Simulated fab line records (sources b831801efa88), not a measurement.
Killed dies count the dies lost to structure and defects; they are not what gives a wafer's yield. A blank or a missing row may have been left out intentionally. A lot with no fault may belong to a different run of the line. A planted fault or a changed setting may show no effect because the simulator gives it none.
The tool behind it: which one? | flow sky130 | 34 wafers from 12 lots sampled at 3 of the route's 708 steps

WHAT THE GAUGES SHOWED, per wafer
SKY_CAPM_RS_MEAS_03: measurement is done with a four-point probe.
lot  | measured     | on            | CAPM_TIN_RS (ohm/sq)
L855 | day 37 00:55 | film_metro-04 | 6.88 6.77 6.82
L856 | day 37 12:41 | film_metro-03 | 6.91 6.84 6.91
L857 | day 37 16:15 | film_metro-03 | 6.89 6.95 6.82
L858 | day 37 19:05 | film_metro-03 | 6.84 6.88 6.77
L859 | day 38 03:45 | film_metro-03 | 6.93 6.85 6.88
L860 | day 39 00:11 | film_metro-04 | 6.91 6.82 6.94
L868 | day 40 17:50 | film_metro-04 | 6.89 7.11
L869 | day 40 20:34 | film_metro-04 | 6.85 7.09
L874 | day 42 05:58 | film_metro-03 | 6.90 6.90 6.97
L875 | day 42 09:43 | film_metro-02 | 6.86 6.93 6.93
L876 | day 42 13:33 | film_metro-04 | 6.92 6.83 6.86
L877 | day 42 17:25 | film_metro-02 | 6.80 6.90 6.93

SKY_CAPM_THK_MEAS_04: measures by xrf.
lot  | measured     | on            | CAPM_TIN_THK (nm)
L855 | day 37 01:01 | film_metro-04 | 199.8 202.9 202.1
L856 | day 37 12:47 | film_metro-03 | 200.7 202.3 201.4
L857 | day 37 16:22 | film_metro-03 | 202.2 199.1 203.1
L858 | day 37 19:11 | film_metro-03 | 203.8 200.8 204.6
L859 | day 38 03:50 | film_metro-03 | 198.8 201.7 199.7
L860 | day 39 00:19 | film_metro-04 | 200.9 203.3 200.3
L868 | day 40 17:56 | film_metro-04 | 201.9 195.3
L869 | day 40 20:40 | film_metro-04 | 202.4 195.5
L874 | day 42 06:03 | film_metro-03 | 199.1 199.3 198.6
L875 | day 42 09:49 | film_metro-02 | 201.8 199.2 198.9
L876 | day 42 13:40 | film_metro-04 | 199.6 201.6 200.6
L877 | day 42 17:32 | film_metro-02 | 203.0 200.7 199.6

WHICH TOOL RAN EACH LOT (tool, then ch and the chambers of the sampled wafers, then the start)
lot  | SKY_CAPM_SPUTTER_02
L855 | pvd_sputter-01, day 37 00:47
L856 | pvd_sputter-01, day 37 12:32
L857 | pvd_sputter-04, day 37 16:08
L858 | pvd_sputter-01, day 37 18:57
L859 | pvd_sputter-01, day 38 03:35
L860 | pvd_sputter-01, day 39 00:05
L868 | pvd_sputter-03, day 40 17:41
L869 | pvd_sputter-03, day 40 20:25
L874 | pvd_sputter-01, day 42 05:47
L875 | pvd_sputter-01, day 42 09:34
L876 | pvd_sputter-04, day 42 13:25
L877 | pvd_sputter-01, day 42 17:19
- SKY_CAPM_SPUTTER_02: material TiN, target thk 200 nm, time 166.7 s.

AS READ BY THE TOOLS THEMSELVES (means over the sampled wafers that have a number; for cases with no such wafer, the mark the record gives instead)
SKY_CAPM_SPUTTER_02.
lot  | tool           | throttle_valve_pct (%)
L855 | pvd_sputter-01 | 29.6
L856 | pvd_sputter-01 | 29.2
L857 | pvd_sputter-04 | 30.0
L858 | pvd_sputter-01 | 29.0
L859 | pvd_sputter-01 | 29.5
L860 | pvd_sputter-01 | 29.8
L868 | pvd_sputter-03 | 28.5
L869 | pvd_sputter-03 | 28.3
L874 | pvd_sputter-01 | 29.0
L875 | pvd_sputter-01 | 29.0
L876 | pvd_sputter-04 | 29.7
L877 | pvd_sputter-01 | 29.6

THE ANSWER, worked out from the rows above alone
Rule: the lots themselves supply what counts as usual. Put in order of their means at a reading, lots are off if they are a third of the lots or fewer, leave a main group of 4 or more, and stand apart from it by a gap of 3 or more times the standard deviation of the main group's means; of several such gaps the widest counts. A main group whose means are all the same, to the digits that the tables above print for the reading, isn't used. Also off: a lot with no number at a reading for which 4 or more lots have one. The other lots that the step has rows for count as sound. The gauges are gone through in route order, then the tools' own readings, and for those a lot's mean is taken as printed above. At the first step where some lot is off, the reading lying furthest off is the one used; lots without a number count as furthest.
No lot is off at any reading shown: from this, nothing can be told.

WHAT THE SIMULATOR HAD PUT IN
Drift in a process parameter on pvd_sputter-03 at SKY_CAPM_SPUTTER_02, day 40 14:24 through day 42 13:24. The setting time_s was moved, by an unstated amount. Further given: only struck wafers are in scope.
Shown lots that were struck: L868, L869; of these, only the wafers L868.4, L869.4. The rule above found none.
